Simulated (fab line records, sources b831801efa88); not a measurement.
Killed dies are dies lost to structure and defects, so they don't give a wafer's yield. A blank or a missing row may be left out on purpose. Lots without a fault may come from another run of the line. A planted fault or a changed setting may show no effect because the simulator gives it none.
fab line records | flow sky130
record lots=6 wafers=17 last_day=51
route steps=708 shown FIELD_ISO@6 PAD_OPEN@708
lots that met no fault: from a run of the same line without faults
start_h: hours from the record's first day to the start of the lot's first wafer shown | wait_h: hours since the lot's step before | " the same as in the row above | L1.1+2: a row that stands for several wafers | - no value, or no start given | * or withheld: withheld | < > ~ a bound
route shown NAME@n: a module of which the file shows steps, and the number in the route of the first | usual: mean/standard deviation of fault-free wafers | same: alike in all rows | chamber/n: place in a boat | sites: the reading at each site | _std_site: their standard deviation | _edge_site: outer sites' mean less inner sites' | radius_mm: how far each site lies from the wafer's centre | mask NAME#n: copy n | behind: the tool/chamber that last shaped the wafer | hold: why the lot was held/for how many hours/how that ended | device: the transistor (n, p or np) that didn't switch | end of line: the same wafers' tests at the end of the route | a step without rows: its recipe alone | killed: dies lost to structure and defects at the first sort, not the wafer's yield | map: a wafer's dies, x killed, . not, _ none there
set.NAME: the setting as run; set.NAME@STEP: as run at that earlier step | model.NAME: the simulator's own value behind a step, which no gauge read
lots at some steps of the route; a table a step, a row a wafer
services: from which hour (start_h, from the record's first day; less than 0 if before it) a tool's chamber was out of use, for how many hours, and why
## steps
# step SKY_FIELD_ISO_DEHYDRATE_05
# recipe temp_c=200 time_s=60
# step SKY_FIELD_ISO_HMDS_06
# recipe prime_time_s=60 prime_temp_c=120
# step SKY_FIELD_ISO_COAT_07
# recipe resist=BARC temp_c=withheld time_s=withheld spin_rpm=3000 resist_thk_nm=60
# step SKY_FIELD_ISO_COAT_08
# recipe resist=KrF-thick spin_rpm=3000 resist_thk_nm=450
# step SKY_FIELD_ISO_SOFTBAKE_09
# recipe temp_c=100 time_s=90 resist=KrF-thick
# step SKY_FIELD_ISO_EXPOSE_10
# recipe mask_id=FOM na=0.68 source_shape=annular sigma_inner=0.4 sigma_outer=0.8 target_cd_nm=150 dose_mj=28
# step SKY_FIELD_ISO_PEB_11
# recipe peb_temp_c=withheld peb_time_s=withheld resist=KrF-thick
# step SKY_FIELD_ISO_DEVELOP_12
# recipe develop_time_s=60 resist=KrF-thick dev_temp_c=21
# step SKY_FIELD_ISO_CD_MEAS_13
# recipe target_cd_nm=150
# usual cd_nm=149.8/1.3
# columns lot.wafer tool chamber start_h wait_h cd_nm
L798.1 cd_sem-02 - 38.78 - 150.0
L798.2 " - " " 149.3
L798.6 " - " " 151.0
L804.1 cd_sem-02 - 72.58 - 149.3
L804.2 " - " " 149.3
L804.5 " - " " 148.8
L805.1 cd_sem-01 - 78.42 - 150.8
L805.2 " - " " 150.8
L805.3 " - " " 150.8
L808.3 cd_sem-02 - 94.27 - 148.9
L808.4 " - " " 150.0
L818.3 cd_sem-01 - 143.37 - 150.9
L818.4 " - " " 149.5
L818.6 " - " " 150.1
L819.1 cd_sem-01 - 148.03 - 151.9
L819.4 " - " " 151.8
L819.6 " - " " 150.2
# step SKY_FIELD_ISO_ETCH_14
# recipe chemistry=N2/H2 target=BARC ion_energy_ev=200 source_w=500 bias_w=100 pressure_mtorr=30 n2_flow_sccm=100 h2_flow_sccm=200 stop_on=SiO2 time_s=45.9 target_depth_a=600
# usual drypump_motor_current_A=6.0/0.57 oes_product_au=0.856/0.0048 throttle_valve_pct=13.225/0.0094
# columns lot.wafer tool chamber start_h wait_h drypump_motor_current_A oes_product_au rf_hours_counter_h throttle_valve_pct
L798.1 rie_diel-04 0 38.90 0.1 6.7 0.854 158 13.223
L798.2 " 1 " " 6.5 0.855 47 13.206
L798.6 " 3 " " 4.9 0.860 - 13.232
L804.1 rie_diel-03 2 72.70 0.1 5.5 0.850 5 13.232
L804.2 " 0 " " 6.0 0.857 2 13.224
L804.5 " 3 " " 5.2 0.863 - 13.226
L805.1 rie_diel-03 2 78.54 0.1 5.6 0.861 5 13.233
L805.2 " 3 " " 5.2 0.852 0 13.222
L805.3 " 0 " " 6.0 0.853 2 13.247
L808.3 rie_diel-03 3 94.35 0.1 5.1 0.859 0 13.219
L808.4 " 0 " " 6.0 0.861 2 13.223
L818.3 rie_diel-01 3 143.45 0.1 6.3 0.855 76 13.233
L818.4 " 0 " " 5.9 0.847 85 13.231
L818.6 " 0 " " 5.9 0.859 - 13.225
L819.1 rie_diel-03 2 148.15 0.1 5.5 0.859 6 13.222
L819.4 " 3 " " 5.2 0.858 1 13.239
L819.6 " 3 " " 5.1 0.858 - 13.221
# step SKY_FIELD_ISO_ETCH_15
# recipe chemistry=CHF3/O2 target_depth_nm=180 stop_on=Si source_w=600 bias_w=200 pressure_mtorr=40 chf3_flow_sccm=50 O2_flow_sccm=5 time_s=72
# usual drypump_motor_current_A=6.0/0.56 oes_product_au=0.946/0.0065 throttle_valve_pct=8.845/0.0086
# columns lot.wafer tool chamber start_h wait_h drypump_motor_current_A oes_product_au rf_hours_counter_h throttle_valve_pct
L798.1 rie_diel-04 0 38.94 0.0 6.7 0.942 158 8.848
L798.2 " 1 " " 6.5 0.953 47 8.857
L798.6 " 3 " " 5.0 0.941 - 8.842
L804.1 rie_diel-03 2 72.74 0.0 5.6 0.945 5 8.855
L804.2 " 0 " " 6.0 0.954 2 8.830
L804.5 " 3 " " 5.2 0.954 - 8.854
L805.1 rie_diel-03 2 78.58 0.0 5.6 0.941 5 8.833
L805.2 " 3 " " 5.1 0.952 0 8.844
L805.3 " 0 " " 6.0 0.951 2 8.833
L808.3 rie_diel-03 3 94.39 0.0 5.1 0.940 0 8.839
L808.4 " 0 " " 6.0 0.938 2 8.847
L818.3 rie_diel-01 3 143.49 0.0 6.3 0.944 76 8.863
L818.4 " 0 " " 5.9 0.926 85 8.838
L818.6 " 0 " " 5.9 0.932 - 8.840
L819.1 rie_diel-03 2 148.19 0.0 5.6 0.942 6 8.848
L819.4 " 3 " " 5.1 0.949 1 8.855
L819.6 " 3 " " 5.1 0.947 - 8.864
# step SKY_FIELD_ISO_STRIP_16
# recipe chemistry=O2/N2 power_w=1400 pressure_mtorr=1500 platen_temp_c=withheld o2_flow_sccm=3000 n2_flow_sccm=300 overash_fraction=0.5
# usual drypump_motor_current_A=5.9/0.39 oes_product_au=0.378/0.0049 strip_time_to_endpoint_s=3.54/0.034
# columns lot.wafer tool chamber start_h wait_h drypump_motor_current_A oes_product_au rf_hours_counter_h strip_time_to_endpoint_s
L798.1 plasma_asher-03 1 39.00 0.0 6.2 0.374 37 3.53
L798.2 " 0 " " 5.6 0.373 37 3.55
L798.6 " 1 " " 6.3 0.374 - 3.55
L804.1 plasma_asher-01 0 72.80 0.0 5.4 0.378 33 3.53
L804.2 " 1 " " 6.2 0.378 33 3.57
L804.5 " 0 " " 5.4 0.387 - 3.65
L805.1 plasma_asher-03 1 78.63 0.0 6.3 0.370 41 3.51
L805.2 " 0 " " 5.6 0.373 41 3.60
L805.3 " 1 " " 6.3 0.373 - 3.52
L808.3 plasma_asher-01 1 94.48 0.1 6.2 0.385 - 3.64
L808.4 " 0 " " 5.4 0.375 - 3.55
L818.3 plasma_asher-01 1 143.58 0.1 6.2 0.369 - 3.54
L818.4 " 0 " " 5.4 0.382 - 3.54
L818.6 " 0 " " 5.4 0.377 - 3.56
L819.1 plasma_asher-04 0 148.25 0.0 5.9 0.377 28 3.54
L819.4 " 1 " " 6.5 0.375 - 3.60
L819.6 " 0 " " 5.9 0.378 - 3.58
# step SKY_FIELD_ISO_ETCH_17
# recipe target_depth_a=3420 mask_material=Si3N4 chemistry=HBr/Cl2/O2 target=Si taper_deg=5 icp_w=600 bias_w=150 pressure_mtorr=15 HBr_flow_sccm=150 Cl2_flow_sccm=40 O2_flow_sccm=6 time_s=97.7
# usual drypump_motor_current_A=5.55/0.27 oes_product_au=1.006/0.0076 throttle_valve_pct=25.652/0.011
# columns lot.wafer tool chamber start_h wait_h drypump_motor_current_A oes_product_au rf_hours_counter_h throttle_valve_pct model.etch.depth_nm model.FIELD_ISO.feature_depth_nm model.Si3N4_of_FIELD_ISO_CVD_03.thk_nm
L798.1 rie_si-02 1 39.10 0.1 5.93 1.015 151 25.648 350.7 350.7 151
L798.2 " 0 " " 5.45 1.010 2 25.641 344.3 344.3 152.1
L798.6 " 0 " " 5.44 1.002 - 25.656 343.1 343.1 150.7
L804.1 rie_si-02 2 72.90 0.1 5.08 1.016 12 25.650 347.2 347.2 150.8
L804.2 " 3 " " 5.66 1.004 3 25.658 345.4 345.3 149.9
L804.5 " 1 " " 5.91 1.012 - 25.630 349.1 349.1 151.1
L805.1 rie_si-02 3 78.73 0.1 5.65 1.007 3 25.648 345.4 345.4 149.9
L805.2 " 2 " " 5.07 1.246 12 25.501 471.4 471.4 145.1
L805.3 " 0 " " 5.45 1.011 3 25.653 346.8 346.8 151.7
L808.3 rie_si-02 1 94.55 0.0 5.94 1.011 0 25.661 347.2 347.2 148.4
L808.4 " 0 " " 5.45 1.242 3 25.494 471.6 471.6 142.7
L818.3 rie_si-01 1 143.65 0.0 5.52 0.999 10 25.660 341 341 148.7
L818.4 " 0 " " 5.64 1.002 77 25.661 343.4 343.4 147
L818.6 " 3 " " 5.37 1.000 - 25.667 340.6 340.6 146.6
L819.1 rie_si-02 2 148.35 0.1 5.08 1.006 12 25.647 345.5 345.5 149.6
L819.4 " 0 " " 5.45 1.010 4 25.654 346 346 150.8
L819.6 " 1 " " 5.95 1.006 - 25.648 345.7 345.7 151.3
# step SKY_FIELD_ISO_WET_ETCH_18
# recipe chemistry=H3PO4 target_depth_nm=25 temp_c=160 target=Si3N4 time_s=286
# step SKY_FIELD_ISO_CLEAN_19
# recipe chemistry=SC1/SC2 mix=1:4:20 temp_c=70 time_s=150
# step SKY_FIELD_ISO_CLEAN_20
# recipe chemistry=dHF time_s=20 dilution=100:1
# step SKY_FIELD_ISO_WET_ETCH_21
# recipe chemistry=dHF dilution=100:1 target_depth_nm=20 dry=ipa_marangoni target=SiO2 temp_c=25 time_s=400
# step SKY_FIELD_ISO_OXIDATION_22
# recipe temp_c=950 ambient=O2 stabilise_s=600 purge_s=300 target_thk_a=100 ox_time_s=623
# step SKY_FIELD_ISO_THK_MEAS_23
# recipe reads=SiO2_of_FIELD_ISO_OXIDATION_22
# usual FIELD_ISO_OXIDATION_01_THK=10.06/0.21
# columns lot.wafer tool chamber start_h wait_h FIELD_ISO_OXIDATION_01_THK[nm]
L798.1 film_metro-02 - 42.73 0.0 10.02
L798.2 " - " " 10.13
L798.6 " - " " 10.07
L804.1 film_metro-04 - 75.79 0.0 9.78
L804.2 " - " " 9.77
L804.5 " - " " 9.74
L805.1 film_metro-02 - 80.26 0.0 10.15
L805.2 " - " " 9.85
L805.3 " - " " 10.00
L808.3 film_metro-01 - 97.13 0.0 9.65
L808.4 " - " " 9.75
L818.3 film_metro-04 - 145.21 0.0 10.23
L818.4 " - " " 10.17
L818.6 " - " " 10.20
L819.1 film_metro-02 - 149.90 0.0 10.03
L819.4 " - " " 10.25
L819.6 " - " " 10.41
# step SKY_FIELD_ISO_CVD_24
# recipe material=SiO2 target_thk_nm=595 temp_c=650 sigma_open_frac=0.3 time_s=99.2 sih4_flow_sccm=60 pressure_mtorr=6
# step SKY_FIELD_ISO_THK_MEAS_25
# recipe reads=SiO2_of_FIELD_ISO_CVD_24
# usual FIELD_ISO_CVD_24_THK=597/7
# columns lot.wafer tool chamber start_h wait_h FIELD_ISO_CVD_24_THK[nm]
L798.1 film_metro-01 - 42.86 0.0 604
L798.2 " - " " 593
L798.6 " - " " 589
L804.1 film_metro-02 - 75.92 0.0 607
L804.2 " - " " 598
L804.5 " - " " 599
L805.1 film_metro-04 - 80.43 0.0 601
L805.2 " - " " 598
L805.3 " - " " 594
L808.3 film_metro-04 - 97.26 0.1 580
L808.4 " - " " 600
L818.3 film_metro-04 - 145.34 0.1 595
L818.4 " - " " 580
L818.6 " - " " 595
L819.1 film_metro-04 - 150.03 0.0 594
L819.4 " - " " 594
L819.6 " - " " 594
# step SKY_FIELD_ISO_ANNEAL_26
# recipe temp_c=1000 time_s=1800 ambient=N2
# step SKY_FIELD_ISO_CMP_27
# recipe stop_on=Si3N4 t_overpolish_s=16 down_force_psi=4 platen_rpm=60 target_thk_nm=457.8 pad_velocity_m_s=0.94248
# usual motor_current_A=12.4/1.3 overpolish_run_s=16.001/0.0096 time_to_endpoint_s=109/4.5
# columns lot.wafer tool chamber start_h wait_h motor_current_A overpolish_run_s time_to_endpoint_s
L798.1 cmp-02 2 45.60 0.1 12.3 16.017 112
L798.2 " 3 " " 14.2 16.003 116
L798.6 " 0 " " 11.8 16.009 110
L804.1 cmp-02 3 78.20 0.0 14.0 15.999 114
L804.2 " 1 " " 14.2 16.001 112
L804.5 " 3 " " 13.9 16.005 110
L805.3 cmp-02 3 83.59 0.0 14.0 16.020 105
L805.2 " 0 " " 12.0 15.996 101
L805.1 " 2 " " 12.1 16.019 102
L808.4 cmp-02 0 100.22 0.1 11.1 15.999 105
L808.3 " 1 " " 14.7 16.007 107
L818.3 cmp-01 0 148.10 0.0 11.2 15.984 101
L818.4 " 2 " " 11.8 15.992 109
L818.6 " 1 " " 11.9 16.010 110
L819.1 cmp-01 3 151.59 0.0 10.9 16.001 120
L819.4 " 2 " " 11.0 16.000 114
L819.6 " 0 " " 11.5 15.999 113
# step SKY_FIELD_ISO_WET_ETCH_28
# recipe chemistry=dHF target_depth_nm=23.7 target=SiO2 dilution=10:1 temp_c=25 time_s=47
# columns lot.wafer tool chamber start_h wait_h model.Si3N4_of_FIELD_ISO_CVD_03.thk_nm
L798.1 wet_bench-01 0 45.80 0.1 119.6
L798.2 " 0 " " 120.6
L798.6 " 0 " " 119.2
L804.1 wet_bench-01 2 78.50 0.2 120.3
L804.2 " 2 " " 119.5
L804.5 " 2 " " 120.5
L805.1 wet_bench-02 0 83.89 0.1 119
L805.2 " 0 " " 114.4
L805.3 " 0 " " 120.8
L808.3 wet_bench-03 0 100.42 0.1 118.2
L808.4 " 0 " " 112.4
L818.3 wet_bench-01 2 148.40 0.2 117.2
L818.4 " 2 " " 115.2
L818.6 " 2 " " 115
L819.1 wet_bench-02 1 151.89 0.2 119.3
L819.4 " 1 " " 120.5
L819.6 " 1 " " 121.1
# step SKY_FIELD_ISO_WET_ETCH_29
# recipe chemistry=H3PO4 target_depth_nm=160 target=Si3N4 temp_c=160 time_s=1825
# step SKY_PAD_OPEN_PROBE_99
# usual killed_at_M0_to_M3=43/7 killed_at_M4_up=3.1/1.5 killed_at_contacts=23/4.9 killed_at_front_end=16/3.9 killed_at_other=0.3/0.52 killed_dies=86/8.2 killed_open=47/6.1 killed_short=38/5.8
# same gross_dies=492 killed_at_back_side=0
# columns lot.wafer tool chamber start_h wait_h killed_at_M0_to_M3 killed_at_M4_up killed_at_contacts killed_at_front_end killed_at_other killed_dies killed_open killed_short
L804.1 prober-02 - 1164.35 0.1 47 2 12 22 0 83 49 34
L804.2 prober-02 - 1164.40 0.1 37 3 28 16 0 84 56 28
L804.5 prober-02 - 1164.55 0.2 49 3 12 17 0 81 34 47
# killed by level:class
L804.1 VIA1:geometric_particle:open=10 VIA3:geometric_particle:open=9 FIELD_ISO:geometric_particle:open=8 CONTACT:geometric_particle:open=7 FIELD_ISO:geometric_particle:short=6 METAL1:geometric_particle:short=6 VIA1:geometric_particle:short=5 CONTACT:geometric_particle:short=3
L804.2 VIA1:geometric_particle:open=14 CONTACT:geometric_particle:open=12 LI_CONTACT:geometric_particle:open=8 FIELD_ISO:geometric_particle:open=5 POLY_GATE:geometric_particle:open=5 VIA2:geometric_particle:open=5 CONTACT:geometric_particle:short=4 VIA1:geometric_particle:short=4
L804.5 METAL1:geometric_particle:short=11 VIA1:geometric_particle:open=9 VIA3:geometric_particle:open=6 FIELD_ISO:geometric_particle:short=5 METAL2:geometric_particle:short=5 VIA1:geometric_particle:short=5 POLY_GATE:geometric_particle:short=4 POLY_GATE:geometric_particle:open=4
## services
# columns tool chamber start_h hours kind
plasma_asher-04 - 17.80 1.2 repair
cmp-01 - 41.75 1.4 repair
rie_si-02 2 46.45 2.9 repair
rie_diel-03 3 54.84 - clean
rie_diel-03 3 54.84 17.3 scheduled_down
rie_diel-03 3 54.84 17.3 vent_cycle
cmp-02 - 56.27 6.5 repair
rie_diel-04 - 56.61 1.2 repair
rie_si-01 2 59.29 1.8 repair
rie_si-02 2 61.17 3.0 repair
cmp-02 - 63.54 3.1 repair
cmp-02 - 66.64 4.0 pm
plasma_asher-03 - 88.97 2.8 pm
plasma_asher-03 - 108.75 9.0 pm
cmp-02 - 112.50 5.2 pm
rie_diel-04 - 118.27 1.5 repair
rie_diel-04 3 124.31 23.5 repair
rie_diel-04 1 125.67 4.7 repair
rie_diel-03 2 131.85 2.8 repair
rie_diel-03 1 134.90 3.1 repair
plasma_asher-01 - 136.31 2.0 repair
rie_diel-03 1 150.75 - clean
rie_diel-03 1 150.75 26.2 scheduled_down
rie_diel-03 1 150.75 26.2 vent_cycle
## key
first_sign step=SKY_FIELD_ISO_ETCH_17 reading=oes_product_au direction=up sigmas=31 usual=1.006 struck=1.244
effect step=SKY_FIELD_ISO_ETCH_17 reading=throttle_valve_pct direction=down sigmas=14 usual=25.652 struck=25.498
model_effect step=SKY_FIELD_ISO_ETCH_17 value=etch.depth_nm without=344.6 struck=471.5
model_effect step=SKY_FIELD_ISO_WET_ETCH_28 value=Si3N4_of_FIELD_ISO_CVD_03.thk_nm without=119 struck=113.4
met_at SKY_FIELD_ISO_ETCH_17
struck_wafers L805.2,L808.4
tester_left_out L805,L808
onset_between 72.90 78.73
fault kind=process_parameter_drift tool=rie_si-02 chamber=- onset_h=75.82 steps=SKY_FIELD_ISO_ETCH_17 channel=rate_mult offset=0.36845 shape=step end_h=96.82 scope=struck_wafers_only
# tester_left_out: of these lots the tester's yield and bins aren't shown, on N5 and GAA mostly nor the transistor test; their killed dies are dies lost to structure and defects alone, not to doping, threshold or leakage, so they don't give the yield
